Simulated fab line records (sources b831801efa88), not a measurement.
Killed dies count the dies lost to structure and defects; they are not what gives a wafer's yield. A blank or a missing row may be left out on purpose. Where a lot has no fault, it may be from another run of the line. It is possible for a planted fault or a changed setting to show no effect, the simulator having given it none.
Which tool did it? || flow sky130 || 11 lots, 33 wafers sampled, at 6 steps of a route of 708

WHAT THE GAUGES SHOWED, per wafer
SKY_VIA3_CD_MEAS_12: target cd 200 nm.
{"lot": "L439", "measured": "day 39 22:50", "on": "cdSem-02", "cdNm (nm)": "198.6 199.1 199.4"}
{"lot": "L442", "measured": "day 40 10:51", "on": "cdSem-01", "cdNm (nm)": "198.8 198.8 200.1"}
{"lot": "L444", "measured": "day 41 02:37", "on": "cdSem-02", "cdNm (nm)": "200.0 200.0 199.9"}
{"lot": "L445", "measured": "day 41 07:50", "on": "cdSem-01", "cdNm (nm)": "199.1 198.8 199.6"}
{"lot": "L447", "measured": "day 42 04:47", "on": "cdSem-01", "cdNm (nm)": "198.7 199.1 199.5"}
{"lot": "L450", "measured": "day 43 20:56", "on": "cdSem-02", "cdNm (nm)": "198.0 198.6 199.6"}
{"lot": "L452", "measured": "day 44 11:53", "on": "cdSem-01", "cdNm (nm)": "201.7 200.0 201.3"}
{"lot": "L454", "measured": "day 44 14:18", "on": "cdSem-02", "cdNm (nm)": "199.2 198.5 198.4"}
{"lot": "L459", "measured": "day 45 08:56", "on": "cdSem-02", "cdNm (nm)": "200.4 200.0 199.1"}
{"lot": "L460", "measured": "day 45 11:30", "on": "cdSem-02", "cdNm (nm)": "199.6 201.5 201.3"}
{"lot": "L462", "measured": "day 46 09:44", "on": "cdSem-01", "cdNm (nm)": "199.7 199.7 198.4"}

SKY_VIA3_OVL_MEAS_13.
{"lot": "L439", "measured": "day 39 22:58", "on": "overlay-01", "VIA3_OVL (nm)": "-2 -9 -8"}
{"lot": "L442", "measured": "day 40 10:58", "on": "overlay-02", "VIA3_OVL (nm)": "0 10 2"}
{"lot": "L444", "measured": "day 41 02:43", "on": "overlay-02", "VIA3_OVL (nm)": "0 -1 3"}
{"lot": "L445", "measured": "day 41 07:58", "on": "overlay-02", "VIA3_OVL (nm)": "3 2 7"}
{"lot": "L447", "measured": "day 42 04:55", "on": "overlay-02", "VIA3_OVL (nm)": "-7 -3 -3"}
{"lot": "L450", "measured": "day 43 21:04", "on": "overlay-01", "VIA3_OVL (nm)": "-5 -2 4"}
{"lot": "L452", "measured": "day 44 11:59", "on": "overlay-02", "VIA3_OVL (nm)": "2 0 -8"}
{"lot": "L454", "measured": "day 44 14:25", "on": "overlay-01", "VIA3_OVL (nm)": "-2 -1 -5"}
{"lot": "L459", "measured": "day 45 09:01", "on": "overlay-01", "VIA3_OVL (nm)": "-5 -4 -3"}
{"lot": "L460", "measured": "day 45 11:37", "on": "overlay-02", "VIA3_OVL (nm)": "-4 -5 -3"}
{"lot": "L462", "measured": "day 46 09:50", "on": "overlay-01", "VIA3_OVL (nm)": "-4 -7 2"}

SKY_METAL5_RS_MEAS_05: the measuring method here is four-point-probe.
{"lot": "L439", "measured": "day 43 03:47", "on": "filmMetro-01", "METAL5_ALCU_RS (ohm/sq)": "0.0276 0.0271 0.0267"}
{"lot": "L442", "measured": "day 43 15:59", "on": "filmMetro-04", "METAL5_ALCU_RS (ohm/sq)": "0.0266 0.0267 0.0266"}
{"lot": "L444", "measured": "day 44 06:40", "on": "filmMetro-04", "METAL5_ALCU_RS (ohm/sq)": "0.0277 0.0272 0.0277"}
{"lot": "L445", "measured": "day 44 11:23", "on": "filmMetro-04", "METAL5_ALCU_RS (ohm/sq)": "0.0269 0.0269 0.0269"}
{"lot": "L447", "measured": "day 45 07:20", "on": "filmMetro-01", "METAL5_ALCU_RS (ohm/sq)": "0.0272 0.0271 0.0269"}
{"lot": "L450", "measured": "day 46 18:50", "on": "filmMetro-03", "METAL5_ALCU_RS (ohm/sq)": "0.0265 0.0260 0.0267"}
{"lot": "L452", "measured": "day 47 08:24", "on": "filmMetro-01", "METAL5_ALCU_RS (ohm/sq)": "0.0271 0.0267 0.0271"}
{"lot": "L454", "measured": "day 47 12:05", "on": "filmMetro-01", "METAL5_ALCU_RS (ohm/sq)": "0.0260 0.0259 0.0262 0.0260 0.0259 0.0263"}
{"lot": "L459", "measured": "day 48 03:01", "on": "filmMetro-03", "METAL5_ALCU_RS (ohm/sq)": "0.0271 0.0270 0.0268"}
{"lot": "L460", "measured": "day 48 05:49", "on": "filmMetro-01", "METAL5_ALCU_RS (ohm/sq)": "0.0270 0.0266 0.0272"}
{"lot": "L462", "measured": "day 49 01:35", "on": "filmMetro-01", "METAL5_ALCU_RS (ohm/sq)": "0.0272 0.0276 0.0270"}

SKY_METAL5_THK_MEAS_06: measures by xrf.
{"lot": "L439", "measured": "day 43 03:54", "on": "filmMetro-01", "METAL5_ALCU_THK (nm)": "1118 1138 1156"}
{"lot": "L442", "measured": "day 43 16:06", "on": "filmMetro-04", "METAL5_ALCU_THK (nm)": "1162 1162 1161"}
{"lot": "L444", "measured": "day 44 06:46", "on": "filmMetro-04", "METAL5_ALCU_THK (nm)": "1110 1129 1111"}
{"lot": "L445", "measured": "day 44 11:31", "on": "filmMetro-04", "METAL5_ALCU_THK (nm)": "1144 1147 1151"}
{"lot": "L447", "measured": "day 45 07:28", "on": "filmMetro-01", "METAL5_ALCU_THK (nm)": "1136 1133 1153"}
{"lot": "L450", "measured": "day 46 18:58", "on": "filmMetro-03", "METAL5_ALCU_THK (nm)": "1174 1204 1162 1170 1208 1167"}
{"lot": "L452", "measured": "day 47 08:30", "on": "filmMetro-01", "METAL5_ALCU_THK (nm)": "1143 1156 1137"}
{"lot": "L454", "measured": "day 47 16:13", "on": "filmMetro-01", "METAL5_ALCU_THK (nm)": "1187 1193 1172 1187 1198 1171"}
{"lot": "L459", "measured": "day 48 03:07", "on": "filmMetro-03", "METAL5_ALCU_THK (nm)": "1150 1151 1155"}
{"lot": "L460", "measured": "day 48 05:56", "on": "filmMetro-01", "METAL5_ALCU_THK (nm)": "1149 1163 1141"}
{"lot": "L462", "measured": "day 49 01:41", "on": "filmMetro-01", "METAL5_ALCU_THK (nm)": "1140 1127 1149"}

TOOL THAT RAN EACH LOT (tool first, then ch and the chambers of the sampled wafers, then the start)
{"lot": "L439", "SKY_VIA4_CMP_02": "cmp-02 ch 1,2,3, day 42 03:24", "SKY_METAL5_SPUTTER_02": "pvdSputter-02, day 43 03:40"}
{"lot": "L442", "SKY_VIA4_CMP_02": "cmp-01 ch 0,1,3, day 42 14:40", "SKY_METAL5_SPUTTER_02": "pvdSputter-01, day 43 15:52"}
{"lot": "L444", "SKY_VIA4_CMP_02": "cmp-01 ch 0,2,3, day 43 05:28", "SKY_METAL5_SPUTTER_02": "pvdSputter-04, day 44 06:31"}
{"lot": "L445", "SKY_VIA4_CMP_02": "cmp-02 ch 0,1, day 43 11:04", "SKY_METAL5_SPUTTER_02": "pvdSputter-02, day 44 11:16"}
{"lot": "L447", "SKY_VIA4_CMP_02": "cmp-01 ch 0,3, day 44 07:25", "SKY_METAL5_SPUTTER_02": "pvdSputter-01, day 45 07:13"}
{"lot": "L450", "SKY_VIA4_CMP_02": "cmp-02 ch 0,3, day 45 20:59", "SKY_METAL5_SPUTTER_02": "pvdSputter-02, day 46 18:43"}
{"lot": "L452", "SKY_VIA4_CMP_02": "cmp-02 ch 0,2,3, day 46 10:59", "SKY_METAL5_SPUTTER_02": "pvdSputter-01, day 47 08:14"}
{"lot": "L454", "SKY_VIA4_CMP_02": "cmp-02 ch 0,3, day 46 13:36", "SKY_METAL5_SPUTTER_02": "pvdSputter-02, day 47 11:59"}
{"lot": "L459", "SKY_VIA4_CMP_02": "cmp-02 ch 2,3, day 47 06:00", "SKY_METAL5_SPUTTER_02": "pvdSputter-04, day 48 02:50"}
{"lot": "L460", "SKY_VIA4_CMP_02": "cmp-02 ch 1,3, day 47 08:04", "SKY_METAL5_SPUTTER_02": "pvdSputter-01, day 48 05:41"}
{"lot": "L462", "SKY_VIA4_CMP_02": "cmp-02 ch 0,2,3, day 48 04:53", "SKY_METAL5_SPUTTER_02": "pvdSputter-04, day 49 01:26"}
- SKY_VIA4_CMP_02: polishes SiO2.
- SKY_METAL5_SPUTTER_02: material AlCu, target thk 1150 nm, time 61.2 s.

WHAT THE TOOLS THEMSELVES READ (means of the sampled wafers that have a number; where no wafer has one, the mark that the record gives instead)
SKY_VIA4_CMP_02.
{"lot": "L439", "tool": "cmp-02", "motorCurrentA (A)": 12.9}
{"lot": "L442", "tool": "cmp-01", "motorCurrentA (A)": 13.2}
{"lot": "L444", "tool": "cmp-01", "motorCurrentA (A)": 12.9}
{"lot": "L445", "tool": "cmp-02", "motorCurrentA (A)": 12.7}
{"lot": "L447", "tool": "cmp-01", "motorCurrentA (A)": 13.1}
{"lot": "L450", "tool": "cmp-02", "motorCurrentA (A)": 12.2}
{"lot": "L452", "tool": "cmp-02", "motorCurrentA (A)": 12.6}
{"lot": "L454", "tool": "cmp-02", "motorCurrentA (A)": 12.0}
{"lot": "L459", "tool": "cmp-02", "motorCurrentA (A)": 12.3}
{"lot": "L460", "tool": "cmp-02", "motorCurrentA (A)": 13.0}
{"lot": "L462", "tool": "cmp-02", "motorCurrentA (A)": 12.2}

SKY_METAL5_SPUTTER_02.
{"lot": "L439", "tool": "pvdSputter-02", "cathodeDcPowerW (W)": 10600, "chamberPressurePa (Pa)": 0.4000, "throttleValvePct (%)": 30.2}
{"lot": "L442", "tool": "pvdSputter-01", "cathodeDcPowerW (W)": 10599, "chamberPressurePa (Pa)": 0.3998, "throttleValvePct (%)": 28.8}
{"lot": "L444", "tool": "pvdSputter-04", "cathodeDcPowerW (W)": 10597, "chamberPressurePa (Pa)": 0.4005, "throttleValvePct (%)": 28.3}
{"lot": "L445", "tool": "pvdSputter-02", "cathodeDcPowerW (W)": 10598, "chamberPressurePa (Pa)": 0.4009, "throttleValvePct (%)": 30.3}
{"lot": "L447", "tool": "pvdSputter-01", "cathodeDcPowerW (W)": 10601, "chamberPressurePa (Pa)": 0.4003, "throttleValvePct (%)": 29.2}
{"lot": "L450", "tool": "pvdSputter-02", "cathodeDcPowerW (W)": 11024, "chamberPressurePa (Pa)": 0.4004, "throttleValvePct (%)": 29.2}
{"lot": "L452", "tool": "pvdSputter-01", "cathodeDcPowerW (W)": 10599, "chamberPressurePa (Pa)": 0.4007, "throttleValvePct (%)": 28.5}
{"lot": "L454", "tool": "pvdSputter-02", "cathodeDcPowerW (W)": 11022, "chamberPressurePa (Pa)": 0.3998, "throttleValvePct (%)": 29.8}
{"lot": "L459", "tool": "pvdSputter-04", "cathodeDcPowerW (W)": 10602, "chamberPressurePa (Pa)": 0.4000, "throttleValvePct (%)": 29.1}
{"lot": "L460", "tool": "pvdSputter-01", "cathodeDcPowerW (W)": 10600, "chamberPressurePa (Pa)": 0.4007, "throttleValvePct (%)": 28.7}
{"lot": "L462", "tool": "pvdSputter-04", "cathodeDcPowerW (W)": 10601, "chamberPressurePa (Pa)": 0.4000, "throttleValvePct (%)": 29.6}

THE ANSWER, worked out from the rows above alone
Rule: the lots themselves supply what counts as usual. Put in order of their means at a reading, lots are off if they are a third of the lots or fewer, leave a main group of 4 or more, and stand apart from it by a gap of 3 or more times the standard deviation of the main group's means; of several such gaps the widest counts. Not used: any main group whose means are identical at the precision the tables above print for the reading. A lot without any number at a reading at which 4 lots or more have one is off too. All remaining lots with rows at the step are treated as sound. Order of review: gauges by route order, followed by the tools' own readings, for which a lot's mean as printed above is used. At the first step where some lot is off, the reading lying furthest off is the one used; lots without a number count as furthest.
Off: L450, L454 (SKY_METAL5_SPUTTER_02, cathodeDcPowerW). The main group has a mean of 10600 W with a standard deviation of 1.5.
If a tool, at that step or one of the process steps before it, ran each lot that is off and ran no sound lot following the first of them, it fits. One fits: SKY_METAL5_SPUTTER_02 on pvdSputter-02. A fault onset in the window from L445 (day 44 11:16, its last sound lot) to L450 (day 46 18:43, its first lot off) fits.
The tool's own readings at SKY_METAL5_SPUTTER_02 bear it out: on the lots that are off they differ by more than 5 times the standard deviation of the sound lots' means. cathodeDcPowerW reads 11023 W there against 10600 W on the sound lots.

WHAT HAD BEEN PUT IN BY THE SIMULATOR
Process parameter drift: pvdSputter-02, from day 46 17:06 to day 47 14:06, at SKY_METAL5_SPUTTER_02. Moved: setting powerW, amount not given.
Shown lots that were struck: L450, L454. Same finding as the rule above.
